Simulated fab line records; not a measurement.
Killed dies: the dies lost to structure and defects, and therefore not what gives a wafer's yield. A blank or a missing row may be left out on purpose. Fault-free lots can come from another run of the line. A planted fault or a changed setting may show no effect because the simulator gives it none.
Struck lot and sound lot, side by side ; flow gf180mcu ; 15 out of 602 route steps
Sound: the wafers L194.2, L194.4, L194.5. Wafers struck: L198.1, L198.2, L198.5. Last of all comes the cause.
For every step that has rows: the tool of each side, followed by ch and its chambers, followed by its first start. Under that, the readings that differ: sound wafers ; struck wafers ; difference of the means ; sigmas: that difference in standard deviations of wafers without a fault.
alike: a reading whose means differ by less than 2 such deviations, as well as words and numbers matching on both sides. not compared: withheld readings; readings where some wafer has no value; bounds like >300 that might hide an equal value; numbers whose values overlap and for which the record gives no deviation.
The two part at a step that has a row with sigmas, a row that says differs or no value, or rows on one side only. Numbers that don't overlap but have no deviation are shown without sigmas and don't part them. A reading that every wafer of one side lacks parts them only if that side has two wafers or more.

first, 2 steps without rows for these wafers: GF_MVPSD_IMPLANT_08; GF_MVPSD_IMPLANT_09.
GF_MVPSD_STRIP_10: strips in O2/N2.
  sound on plasmaAsher-01 ch 0,1, day 7 09:10; struck on plasmaAsher-01 ch 0,1, day 8 07:46
  alike: drypumpMotorCurrentA, heaterPowerW, oesProductAu, stripTimeToEndpointS
  not compared: rfHoursCounterH
GF_MVPSD_TW_MEAS_11:
  sound on filmMetro-03, day 7 09:16; struck on filmMetro-01, day 8 07:52
  alike: MVPSD_TW
then, 7 steps without rows for these wafers: GF_VT_IMPLANT_DEHYDRATE_00 (time 60 s); GF_VT_IMPLANT_HMDS_01 (prime time 60 s); GF_VT_IMPLANT_COAT_02 (resist thk 1000 nm); GF_VT_IMPLANT_SOFTBAKE_03 (time 60 s); GF_VT_IMPLANT_EXPOSE_04 (exposes mask LVPWELL LV AREA, target cd 600 nm); GF_VT_IMPLANT_PEB_05; GF_VT_IMPLANT_DEVELOP_06 (develop time 60 s).
GF_VT_IMPLANT_OVL_MEAS_07:
  sound on overlay-02, day 8 01:37; struck on overlay-01, day 9 00:10
reading;sound;struck;difference;sigmas
VT_IMPLANT_OVL (nm);3.3 3.1 1.6;-0.7 -0.6 -0.8;-3.4;-3
GF_VT_IMPLANT_IMPLANT_08:
  sound on implanter-03 ch 0, day 8 01:40; struck on implanter-03 ch 0, day 9 00:12
reading;sound;struck;difference;sigmas
beamEnergyKeV;20.001 20.000 20.005;19.680 19.677 19.680;-0.323;-52
model.implant.drpNm (nm);9.752 9.752 9.752;9.643 9.643 9.643;-0.109;
GF_VT_IMPLANT_STRIP_09: strips in O2/N2.
  sound on plasmaAsher-01 ch 0,1, day 8 01:48; struck on plasmaAsher-04 ch 0,1, day 9 00:21
  alike: drypumpMotorCurrentA, heaterPowerW, oesProductAu, stripTimeToEndpointS
  not compared: rfHoursCounterH
then, 1 step without rows for these wafers: GF_PASSIVATION_PROBE_99.

== WHERE THEY PART ==
Earliest at GF_VT_IMPLANT_OVL_MEAS_07; latest, in this record, at GF_VT_IMPLANT_IMPLANT_08. Later steps at which nothing parts them and some readings are alike: GF_VT_IMPLANT_STRIP_09.

WHY: whatever the simulator had introduced
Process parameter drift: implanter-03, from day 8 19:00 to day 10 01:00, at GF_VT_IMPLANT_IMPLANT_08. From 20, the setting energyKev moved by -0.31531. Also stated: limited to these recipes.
